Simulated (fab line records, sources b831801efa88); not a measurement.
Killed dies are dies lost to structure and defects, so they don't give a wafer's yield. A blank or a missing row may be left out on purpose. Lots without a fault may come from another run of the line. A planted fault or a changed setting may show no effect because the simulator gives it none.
Tool commonality check | flow sky130 | 12 lots, 36 wafers sampled

WHY IT WAS OPENED
At SKY_NWELL_THK_MEAS_02 the reading NWELL_OXIDATION_THK is flagged on 2 of 12 lots. Wafers without a fault read 9.92 nm, standard deviation 0.15.
Rule: a lot is flagged when every wafer of it that has a number lies more than 4 standard deviations from that mean, or none has a number. The other lots count as sound.

lot  | measured    | on            | NWELL_OXIDATION_THK (nm), wafer by wafer | flag
L494 | day 2 17:23 | film_metro-01 | 9.97 10.15 10.22                         |
L496 | day 3 05:22 | film_metro-02 | 9.95 9.84 9.71                           |
L497 | day 3 11:10 | film_metro-01 | 9.85 9.95 9.79                           |
L498 | day 3 14:48 | film_metro-03 | 9.96 9.62 9.67                           |
L499 | day 3 20:45 | film_metro-01 | 9.93 10.07 9.79                          |
L500 | day 4 00:53 | film_metro-02 | 9.73 9.75 9.74                           |
L501 | day 4 03:29 | film_metro-01 | 9.99 9.95 10.09                          |
L503 | day 4 17:29 | film_metro-02 | 9.87 10.11 10.00                         |
L505 | day 5 04:00 | film_metro-03 | 9.82 9.70 9.84                           |
L510 | day 6 04:57 | film_metro-02 | 12.15 12.21 12.18                        | FLAGGED
L512 | day 6 17:11 | film_metro-03 | 12.54 12.34 12.57                        | FLAGGED
L516 | day 7 11:29 | film_metro-03 | 10.07 10.11 10.09                        |
The numbers of the flagged lots are 12.33 nm on average: +2.41 nm against the usual, or +16 standard deviations.

WHICH TOOL RAN EACH LOT
The record holds 2 process steps before the reading, out of a route of 708 steps. In each cell: the tool, then ch and the chambers that the sampled wafers went through, then the start.
lot  | flag    | SKY_FIELD_ISO_ETCH_17           | SKY_NWELL_OXIDATION_01
L494 |         | rie_si-02 ch 0,2, day 2 08:58   | furnace-01 ch 0, day 2 15:59
L496 |         | rie_si-02 ch 0,1,3, day 2 23:33 | furnace-01 ch 0, day 3 03:58
L497 |         | rie_si-02 ch 0,2,3, day 3 04:08 | furnace-02 ch 0, day 3 09:44
L498 |         | rie_si-01 ch 0,3, day 3 07:10   | furnace-01 ch 0, day 3 13:25
L499 |         | rie_si-01 ch 0,3, day 3 13:48   | furnace-01 ch 0, day 3 19:21
L500 |         | rie_si-02 ch 1,2,3, day 3 17:12 | furnace-01 ch 0, day 3 23:29
L501 |         | rie_si-01 ch 0,3, day 3 21:57   | furnace-02 ch 0, day 4 02:05
L503 |         | rie_si-02 ch 0,3, day 4 09:26   | furnace-01 ch 0, day 4 16:06
L505 |         | rie_si-01 ch 2,3, day 4 19:10   | furnace-02 ch 0, day 5 02:37
L510 | FLAGGED | rie_si-01 ch 2,3, day 5 23:05   | furnace-02 ch 0, day 6 03:34
L512 | FLAGGED | rie_si-02 ch 1,2, day 6 11:33   | furnace-02 ch 0, day 6 15:46
L516 |         | rie_si-01 ch 0,1,3, day 7 04:16 | furnace-01 ch 0, day 7 10:05
What these steps do:
- SKY_FIELD_ISO_ETCH_17: etches Si in HBr/Cl2/O2, target depth 342 nm, time 97.7 s.
- SKY_NWELL_OXIDATION_01: stabilise 600 s, purge 300 s, target thk 10 nm.
- SKY_NWELL_THK_MEAS_02

FLAGGED OVER TOTAL, TOOL BY TOOL (the gauges that took the reading come last)
step                   | tool          | lots run | flagged | share of the flagged lots | sound lots run after its first flagged lot
SKY_FIELD_ISO_ETCH_17  | rie_si-01     | 6        | 1       | some                      | 1 (L516)
SKY_FIELD_ISO_ETCH_17  | rie_si-02     | 6        | 1       | some                      | 0
SKY_NWELL_OXIDATION_01 | furnace-01    | 7        | 0       | none                      | -
SKY_NWELL_OXIDATION_01 | furnace-02    | 5        | 2       | all                       | 0
SKY_NWELL_THK_MEAS_02  | film_metro-01 | 4        | 0       | none                      | -
SKY_NWELL_THK_MEAS_02  | film_metro-02 | 4        | 1       | some                      | 0
SKY_NWELL_THK_MEAS_02  | film_metro-03 | 4        | 1       | some                      | 1 (L516)

WHAT THE TABLE ALLOWS
1 row of the table ran every flagged lot: furnace-02 at SKY_NWELL_OXIDATION_01.
- furnace-02 at SKY_NWELL_OXIDATION_01: 2 of its 5 lots flagged. Its last sound lot is L505 (day 5 02:37), its first flagged lot L510 (day 6 03:34): a fault that began between those two fits. Its own readings lie more than 4 standard deviations out on every wafer of the flagged lots: spike_tc_bottom_C, spike_tc_centre_C, spike_tc_lower_C, spike_tc_top_C, spike_tc_upper_C, tube_center_temp_C, tube_center_temp_C_max.
One tool is left: furnace-02 at SKY_NWELL_OXIDATION_01.

WHAT THE SIMULATOR HAD PUT IN
Process parameter drift: furnace-02, from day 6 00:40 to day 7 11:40, at SKY_NWELL_OXIDATION_01. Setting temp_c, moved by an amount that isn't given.
Lots struck among those shown: L510, L512. The rule above found the same.
